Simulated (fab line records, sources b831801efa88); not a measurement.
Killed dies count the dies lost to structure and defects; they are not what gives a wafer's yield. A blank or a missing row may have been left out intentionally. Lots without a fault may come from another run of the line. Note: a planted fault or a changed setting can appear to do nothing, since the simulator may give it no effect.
Which tool was responsible? || flow sky130 || 12 lots with 36 wafers sampled at 4 steps, on a route of 708 steps

WHAT EACH GAUGE READ, for each wafer
SKY_FIELD_ISO_THK_MEAS_02.
{"lot": "L969", "measured": "day 1 21:52", "on": "film-metro-04", "FIELD_ISO_OXIDATION_00_THK (nm)": "11.77 11.71 11.59"}
{"lot": "L970", "measured": "day 1 21:52", "on": "film-metro-01", "FIELD_ISO_OXIDATION_00_THK (nm)": "12.08 11.89 11.95"}
{"lot": "L972", "measured": "day 2 07:38", "on": "film-metro-03", "FIELD_ISO_OXIDATION_00_THK (nm)": "11.91 11.74 11.88"}
{"lot": "L973", "measured": "day 2 12:38", "on": "film-metro-04", "FIELD_ISO_OXIDATION_00_THK (nm)": "11.67 11.77 11.81"}
{"lot": "L979", "measured": "day 3 19:21", "on": "film-metro-04", "FIELD_ISO_OXIDATION_00_THK (nm)": "12.36 12.41 12.46"}
{"lot": "L982", "measured": "day 4 10:10", "on": "film-metro-04", "FIELD_ISO_OXIDATION_00_THK (nm)": "12.58 12.30 12.38"}
{"lot": "L983", "measured": "day 4 15:55", "on": "film-metro-03", "FIELD_ISO_OXIDATION_00_THK (nm)": "12.35 12.45 12.19"}
{"lot": "L984", "measured": "day 4 19:38", "on": "film-metro-04", "FIELD_ISO_OXIDATION_00_THK (nm)": "11.81 11.63 11.55"}
{"lot": "L985", "measured": "day 5 01:05", "on": "film-metro-03", "FIELD_ISO_OXIDATION_00_THK (nm)": "11.89 11.81 11.71"}
{"lot": "L986", "measured": "day 5 06:58", "on": "film-metro-04", "FIELD_ISO_OXIDATION_00_THK (nm)": "11.89 11.83 11.83"}
{"lot": "L987", "measured": "day 5 11:26", "on": "film-metro-03", "FIELD_ISO_OXIDATION_00_THK (nm)": "12.46 12.18 12.16"}
{"lot": "L988", "measured": "day 5 15:38", "on": "film-metro-03", "FIELD_ISO_OXIDATION_00_THK (nm)": "12.34 12.26 12.33"}

SKY_VT_ADJUST_NCORE_TW_MEAS_11.
{"lot": "L969", "measured": "day 9 01:16", "on": "film-metro-03", "VT_ADJUST_NCORE_TW": "220.1 219.9 219.0"}
{"lot": "L970", "measured": "day 9 19:17", "on": "film-metro-01", "VT_ADJUST_NCORE_TW": "219.8 218.4 218.1"}
{"lot": "L972", "measured": "day 9 20:53", "on": "film-metro-04", "VT_ADJUST_NCORE_TW": "221.1 222.1 221.2"}
{"lot": "L973", "measured": "day 10 13:49", "on": "film-metro-04", "VT_ADJUST_NCORE_TW": "220.2 219.9 219.8"}
{"lot": "L979", "measured": "day 11 20:59", "on": "film-metro-04", "VT_ADJUST_NCORE_TW": "221.6 222.4 222.0"}
{"lot": "L982", "measured": "day 12 17:53", "on": "film-metro-01", "VT_ADJUST_NCORE_TW": "219.0 219.9 219.3"}
{"lot": "L983", "measured": "day 13 03:58", "on": "film-metro-03", "VT_ADJUST_NCORE_TW": "219.4 220.9 219.5"}
{"lot": "L984", "measured": "day 13 12:10", "on": "film-metro-01", "VT_ADJUST_NCORE_TW": "235.5 235.7 235.5"}
{"lot": "L985", "measured": "day 13 19:28", "on": "film-metro-04", "VT_ADJUST_NCORE_TW": "221.1 221.7 221.0"}
{"lot": "L986", "measured": "day 13 22:14", "on": "film-metro-04", "VT_ADJUST_NCORE_TW": "236.2 238.3 238.0"}
{"lot": "L987", "measured": "day 14 09:48", "on": "film-metro-01", "VT_ADJUST_NCORE_TW": "235.5 235.6 236.1"}
{"lot": "L988", "measured": "day 14 10:05", "on": "film-metro-04", "VT_ADJUST_NCORE_TW": "222.0 221.9 221.9"}

TOOL THAT RAN EACH LOT (tool first, then ch and the chambers of the sampled wafers, then the start)
{"lot": "L969", "SKY_FIELD_ISO_ETCH_14": "rie-diel-01 ch 0,1, day 2 13:23", "SKY_VT_ADJUST_NCORE_IMPLANT_09": "implanter-04 ch 0, day 9 01:01"}
{"lot": "L970", "SKY_FIELD_ISO_ETCH_14": "rie-diel-03 ch 1,2,3, day 2 14:26", "SKY_VT_ADJUST_NCORE_IMPLANT_09": "implanter-02 ch 0, day 9 19:02"}
{"lot": "L972", "SKY_FIELD_ISO_ETCH_14": "rie-diel-03 ch 1,2, day 3 04:37", "SKY_VT_ADJUST_NCORE_IMPLANT_09": "implanter-04 ch 0, day 9 20:38"}
{"lot": "L973", "SKY_FIELD_ISO_ETCH_14": "rie-diel-04 ch 1,3, day 3 08:58", "SKY_VT_ADJUST_NCORE_IMPLANT_09": "implanter-04 ch 0, day 10 13:34"}
{"lot": "L979", "SKY_FIELD_ISO_ETCH_14": "rie-diel-04 ch 1,2,3, day 4 13:20", "SKY_VT_ADJUST_NCORE_IMPLANT_09": "implanter-01 ch 0, day 11 20:44"}
{"lot": "L982", "SKY_FIELD_ISO_ETCH_14": "rie-diel-04 ch 0,2,3, day 5 06:07", "SKY_VT_ADJUST_NCORE_IMPLANT_09": "implanter-01 ch 0, day 12 17:41"}
{"lot": "L983", "SKY_FIELD_ISO_ETCH_14": "rie-diel-04 ch 0,1,2, day 5 12:26", "SKY_VT_ADJUST_NCORE_IMPLANT_09": "implanter-04 ch 0, day 13 03:43"}
{"lot": "L984", "SKY_FIELD_ISO_ETCH_14": "rie-diel-04 ch 1,2,3, day 5 18:32", "SKY_VT_ADJUST_NCORE_IMPLANT_09": "implanter-01 ch 0, day 13 11:55"}
{"lot": "L985", "SKY_FIELD_ISO_ETCH_14": "rie-diel-01 ch 2,3, day 5 21:19", "SKY_VT_ADJUST_NCORE_IMPLANT_09": "implanter-04 ch 0, day 13 19:14"}
{"lot": "L986", "SKY_FIELD_ISO_ETCH_14": "rie-diel-03 ch 1,2,3, day 6 01:17", "SKY_VT_ADJUST_NCORE_IMPLANT_09": "implanter-01 ch 0, day 13 22:00"}
{"lot": "L987", "SKY_FIELD_ISO_ETCH_14": "rie-diel-03 ch 0,1,3, day 6 07:41", "SKY_VT_ADJUST_NCORE_IMPLANT_09": "implanter-01 ch 0, day 14 09:35"}
{"lot": "L988", "SKY_FIELD_ISO_ETCH_14": "rie-diel-03 ch 0,1, day 6 11:20", "SKY_VT_ADJUST_NCORE_IMPLANT_09": "implanter-04 ch 0, day 14 09:50"}
- SKY_FIELD_ISO_ETCH_14: etches BARC in N2/H2, stops on SiO2, time 45.9 s, target depth 60 nm.
- SKY_VT_ADJUST_NCORE_IMPLANT_09

AS READ BY THE TOOLS THEMSELVES (means over the sampled wafers that have a number; for cases with no such wafer, the mark the record gives instead)
SKY_FIELD_ISO_ETCH_14.
{"lot": "L969", "tool": "rie-diel-01", "bias-w (W)": 99.86, "chamber-pressure-mTorr (mTorr)": 30.018, "drypump-motor-current-A (A)": 5.5, "oes-product-au (a.u.)": 0.857, "throttle-valve-pct (%)": 13.229}
{"lot": "L970", "tool": "rie-diel-03", "bias-w (W)": 100.03, "chamber-pressure-mTorr (mTorr)": 30.007, "drypump-motor-current-A (A)": 5.6, "oes-product-au (a.u.)": 0.855, "throttle-valve-pct (%)": 13.230}
{"lot": "L972", "tool": "rie-diel-03", "bias-w (W)": 100.13, "chamber-pressure-mTorr (mTorr)": 29.966, "drypump-motor-current-A (A)": 5.3, "oes-product-au (a.u.)": 0.848, "throttle-valve-pct (%)": 13.221}
{"lot": "L973", "tool": "rie-diel-04", "bias-w (W)": 99.81, "chamber-pressure-mTorr (mTorr)": 29.977, "drypump-motor-current-A (A)": 5.9, "oes-product-au (a.u.)": 0.851, "throttle-valve-pct (%)": 13.226}
{"lot": "L979", "tool": "rie-diel-04", "bias-w (W)": 100.27, "chamber-pressure-mTorr (mTorr)": 30.007, "drypump-motor-current-A (A)": 5.7, "oes-product-au (a.u.)": 0.855, "throttle-valve-pct (%)": 13.219}
{"lot": "L982", "tool": "rie-diel-04", "bias-w (W)": 100.07, "chamber-pressure-mTorr (mTorr)": 29.991, "drypump-motor-current-A (A)": 5.8, "oes-product-au (a.u.)": 0.855, "throttle-valve-pct (%)": 13.232}
{"lot": "L983", "tool": "rie-diel-04", "bias-w (W)": 100.13, "chamber-pressure-mTorr (mTorr)": 30.002, "drypump-motor-current-A (A)": 5.7, "oes-product-au (a.u.)": 0.858, "throttle-valve-pct (%)": 13.217}
{"lot": "L984", "tool": "rie-diel-04", "bias-w (W)": 99.77, "chamber-pressure-mTorr (mTorr)": 30.037, "drypump-motor-current-A (A)": 5.7, "oes-product-au (a.u.)": 0.856, "throttle-valve-pct (%)": 13.228}
{"lot": "L985", "tool": "rie-diel-01", "bias-w (W)": 100.15, "chamber-pressure-mTorr (mTorr)": 30.001, "drypump-motor-current-A (A)": 5.9, "oes-product-au (a.u.)": 0.853, "throttle-valve-pct (%)": 13.220}
{"lot": "L986", "tool": "rie-diel-03", "bias-w (W)": 99.83, "chamber-pressure-mTorr (mTorr)": 30.032, "drypump-motor-current-A (A)": 5.6, "oes-product-au (a.u.)": 0.855, "throttle-valve-pct (%)": 13.230}
{"lot": "L987", "tool": "rie-diel-03", "bias-w (W)": 99.97, "chamber-pressure-mTorr (mTorr)": 29.989, "drypump-motor-current-A (A)": 5.9, "oes-product-au (a.u.)": 0.860, "throttle-valve-pct (%)": 13.222}
{"lot": "L988", "tool": "rie-diel-03", "bias-w (W)": 99.88, "chamber-pressure-mTorr (mTorr)": 29.998, "drypump-motor-current-A (A)": 5.6, "oes-product-au (a.u.)": 0.857, "throttle-valve-pct (%)": 13.220}

SKY_VT_ADJUST_NCORE_IMPLANT_09.
{"lot": "L969", "tool": "implanter-04", "beam-energy-keV": 9.993}
{"lot": "L970", "tool": "implanter-02", "beam-energy-keV": 10.001}
{"lot": "L972", "tool": "implanter-04", "beam-energy-keV": 10.004}
{"lot": "L973", "tool": "implanter-04", "beam-energy-keV": 9.998}
{"lot": "L979", "tool": "implanter-01", "beam-energy-keV": 10.003}
{"lot": "L982", "tool": "implanter-01", "beam-energy-keV": 10.002}
{"lot": "L983", "tool": "implanter-04", "beam-energy-keV": 10.002}
{"lot": "L984", "tool": "implanter-01", "beam-energy-keV": 13.782}
{"lot": "L985", "tool": "implanter-04", "beam-energy-keV": 9.998}
{"lot": "L986", "tool": "implanter-01", "beam-energy-keV": 13.786}
{"lot": "L987", "tool": "implanter-01", "beam-energy-keV": 13.786}
{"lot": "L988", "tool": "implanter-04", "beam-energy-keV": 10.000}

THE ANSWER, worked out from the rows above alone
Rule: what is usual is taken from the lots themselves. Put in order of their means at a reading, lots are off if they are a third of the lots or fewer, leave a main group of 4 or more, and stand apart from it by a gap of 3 or more times the standard deviation of the main group's means; of several such gaps the widest counts. If all means in a main group match to the digits the tables above print for the reading, that group is not used. Also off: a lot with no number at a reading for which 4 or more lots have one. Any other lot the step has rows for is counted as sound. Order of review: gauges by route order, followed by the tools' own readings, for which a lot's mean as printed above is used. At the first step where some lot is off, the reading lying furthest off is the one used; lots without a number count as furthest.
Off: L984, L986, L987, at SKY_VT_ADJUST_NCORE_TW_MEAS_11 (VT_ADJUST_NCORE_TW). Main group: mean 220.5, sd 1.1.
If a tool, at a process step before that reading, ran all the lots that are off and no sound lot after the first of them, it fits. Not tried: the gauges at SKY_VT_ADJUST_NCORE_TW_MEAS_11; whatever is off there is also off at SKY_VT_ADJUST_NCORE_IMPLANT_09, on other tools, and gauge error can't account for it. One fits: implanter-01 at SKY_VT_ADJUST_NCORE_IMPLANT_09. A fault onset in the window from L982 (day 12 17:41, its last sound lot) to L984 (day 13 11:55, its first lot off) fits.
On the lots that are off, the tool's own readings at SKY_VT_ADJUST_NCORE_IMPLANT_09 differ by more than 5 times the standard deviation of the sound lots' means, which bears it out; beam-energy-keV reads 13.785 there versus 10.000 on the sound lots.

WHAT THE SIMULATOR PUT IN
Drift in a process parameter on implanter-01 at SKY_VT_ADJUST_NCORE_IMPLANT_09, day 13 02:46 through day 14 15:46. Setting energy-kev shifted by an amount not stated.
Shown lots that were struck: L984, L986, L987. The rule above found the same.
